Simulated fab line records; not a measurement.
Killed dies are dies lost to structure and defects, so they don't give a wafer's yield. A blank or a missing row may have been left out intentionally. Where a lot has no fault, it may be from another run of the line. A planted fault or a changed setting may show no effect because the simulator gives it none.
Which tool was responsible? | flow gf180mcu | 14 lots (40 wafers sampled), 1 step of a 602-step route

== WHAT EACH GAUGE READ, for each wafer ==
GF_STI_THK_MEAS_30.
lot  | measured    | on            | STI_OXIDATION_02_THK (nm)
L779 | day 2 05:46 | film metro-01 | 9.90 9.89
L780 | day 2 11:57 | film metro-01 | 10.18 10.03 10.33
L781 | day 2 17:07 | film metro-02 | 10.03 10.09 10.13
L782 | day 2 21:11 | film metro-01 | 10.30 10.34 10.35
L784 | day 3 08:01 | film metro-01 | 10.34 10.22 10.17
L787 | day 3 22:28 | film metro-04 | 9.86 9.75 9.87
L792 | day 5 01:50 | film metro-01 | 9.34 9.44 9.60
L794 | day 5 10:46 | film metro-01 | 9.45 9.65 9.68
L796 | day 5 22:37 | film metro-04 | 10.09 10.05 10.03
L797 | day 6 03:41 | film metro-04 | 10.08 10.10 10.13
L798 | day 6 08:13 | film metro-01 | 10.20 10.33 10.11
L799 | day 6 12:48 | film metro-02 | 10.03 10.28
L800 | day 6 18:05 | film metro-04 | 9.92 9.93 9.93
L802 | day 7 03:56 | film metro-01 | 9.90 10.05 10.06

== EACH LOT AND THE TOOL THAT RAN IT (in order: tool; ch and the chambers of the sampled wafers; start) ==
There is no process step in the record ahead of these readings.

== WHAT THE TOOLS THEMSELVES READ (means of the sampled wafers that have a number; where no wafer has one, the mark that the record gives instead) ==
The record holds no such reading with a usual standard deviation.

== THE ANSWER, worked out from the rows above alone ==
Rule: what is usual is taken from the lots themselves. The widest of any qualifying gaps counts: lots, ordered by their means at a reading, are off when they make up no more than a third of the lots, leave a main group of 4 or more, and stand apart from it by 3 or more times the standard deviation of that group's means. If all means in a main group match to the digits the tables above print for the reading, that group is not used. A lot without any number at a reading at which 4 lots or more have one is off too. All remaining lots with rows at the step are treated as sound. After the gauges, taken in route order, come the tools' own readings; for these a lot's mean is taken, as printed above. At the first step where some lot is off, the reading lying furthest off is the one used; lots without a number count as furthest.
None of the lots is off at any reading shown; this tells nothing.

== WHAT THE SIMULATOR HAD PUT IN ==
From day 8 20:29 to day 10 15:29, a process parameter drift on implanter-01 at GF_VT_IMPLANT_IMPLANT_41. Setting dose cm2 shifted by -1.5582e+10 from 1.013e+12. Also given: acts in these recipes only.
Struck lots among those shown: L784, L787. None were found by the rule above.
